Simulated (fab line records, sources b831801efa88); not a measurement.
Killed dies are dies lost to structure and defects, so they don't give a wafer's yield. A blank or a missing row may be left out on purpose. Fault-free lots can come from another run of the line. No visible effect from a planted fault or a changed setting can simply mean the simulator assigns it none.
Tool commonality check -- flow gf180mcu -- Sample size 14 lots and 42 wafers

== REASON FOR OPENING ==
At GF_HV_LDD_TW_MEAS_38 the reading HV_LDD_3_TW is flagged on 2 of 14 lots. Fault-free wafers read 1430, with a standard deviation of 13.
Rule: a lot gets a flag if all its wafers with a number sit over 4 standard deviations from that mean, or if no wafer of it has a number. As for the other lots, they are considered sound.

lot,measured,on,"HV_LDD_3_TW, wafer by wafer",flag
L720,day 12 09:01,film_metro-03,1428 1425 1424,
L721,day 12 13:16,film_metro-03,1429 1424 1430,
L723,day 13 03:12,film_metro-02,1434 1436 1436,
L724,day 13 17:10,film_metro-02,1438 1436 1444,
L725,day 14 01:26,film_metro-02,1440 1436 1434,
L726,day 14 14:46,film_metro-03,1421 1419 1418,
L727,day 14 19:55,film_metro-02,1443 1441 1438,
L728,day 15 02:28,film_metro-03,1286 1285 1294,FLAGGED
L729,day 15 18:18,film_metro-02,1315 1318 1316,FLAGGED
L733,day 16 20:25,film_metro-03,1412 1411 1411,
L738,day 18 11:15,film_metro-01,1434 1430 1433,
L739,day 18 18:06,film_metro-03,1416 1407 1419,
L740,day 19 06:38,film_metro-01,1442 1437 1440,
L741,day 19 11:15,film_metro-03,1422 1413 1422,
On average the flagged lots' numbers are 1302, which is -128 against the usual, or -10 standard deviations.

== TOOL THAT RAN EACH LOT ==
The record holds 1 process step before the reading, out of a route of 602 steps. Every cell lists first the tool, next ch and the chambers used by the sampled wafers, and last the start.
lot,flag,GF_HV_LDD_IMPLANT_35
L720,,"implanter-04 ch 0, day 12 08:38"
L721,,"implanter-01 ch 0, day 12 12:52"
L723,,"implanter-01 ch 0, day 13 02:49"
L724,,"implanter-01 ch 0, day 13 16:48"
L725,,"implanter-01 ch 0, day 14 01:02"
L726,,"implanter-02 ch 0, day 14 14:22"
L727,,"implanter-02 ch 0, day 14 19:31"
L728,FLAGGED,"implanter-01, day 15 02:06"
L729,FLAGGED,"implanter-01, day 15 17:55"
L733,,"implanter-01 ch 0, day 16 20:02"
L738,,"implanter-02 ch 0, day 18 10:52"
L739,,"implanter-04 ch 0, day 18 17:43"
L740,,"implanter-04 ch 0, day 19 06:16"
L741,,"implanter-04 ch 0, day 19 10:51"
What is done by these steps:
- GF_HV_LDD_IMPLANT_35
- GF_HV_LDD_TW_MEAS_38

== FLAGGED AGAINST TOTAL, ONE TOOL AT A TIME (gauges that did the reading follow at the end) ==
step,tool,lots run,flagged,share of the flagged lots,sound lots run after its first flagged lot
GF_HV_LDD_IMPLANT_35,implanter-01,7,2,all,1 (L733)
GF_HV_LDD_IMPLANT_35,implanter-02,3,0,none,-
GF_HV_LDD_IMPLANT_35,implanter-04,4,0,none,-
GF_HV_LDD_TW_MEAS_38,film_metro-01,2,0,none,-
GF_HV_LDD_TW_MEAS_38,film_metro-02,5,1,some,0
GF_HV_LDD_TW_MEAS_38,film_metro-03,7,1,some,"3 (L733,L739,L741)"

== WHAT THE TABLE ALLOWS ==
All flagged lots share 1 row of the table, namely implanter-01 at GF_HV_LDD_IMPLANT_35.
- implanter-01 at GF_HV_LDD_IMPLANT_35: 2 of its 7 lots flagged. Lots that were sound ran on it after the first flagged one (L733); a persistent fault on the entire tool would not allow that. On the flagged lots its readings are blank where sound lots have values: beam_energy_keV, beam_on_s.
There is no row in the table that ran each flagged lot and no sound lot after the first.

== WHAT THE SIMULATOR PUT IN ==
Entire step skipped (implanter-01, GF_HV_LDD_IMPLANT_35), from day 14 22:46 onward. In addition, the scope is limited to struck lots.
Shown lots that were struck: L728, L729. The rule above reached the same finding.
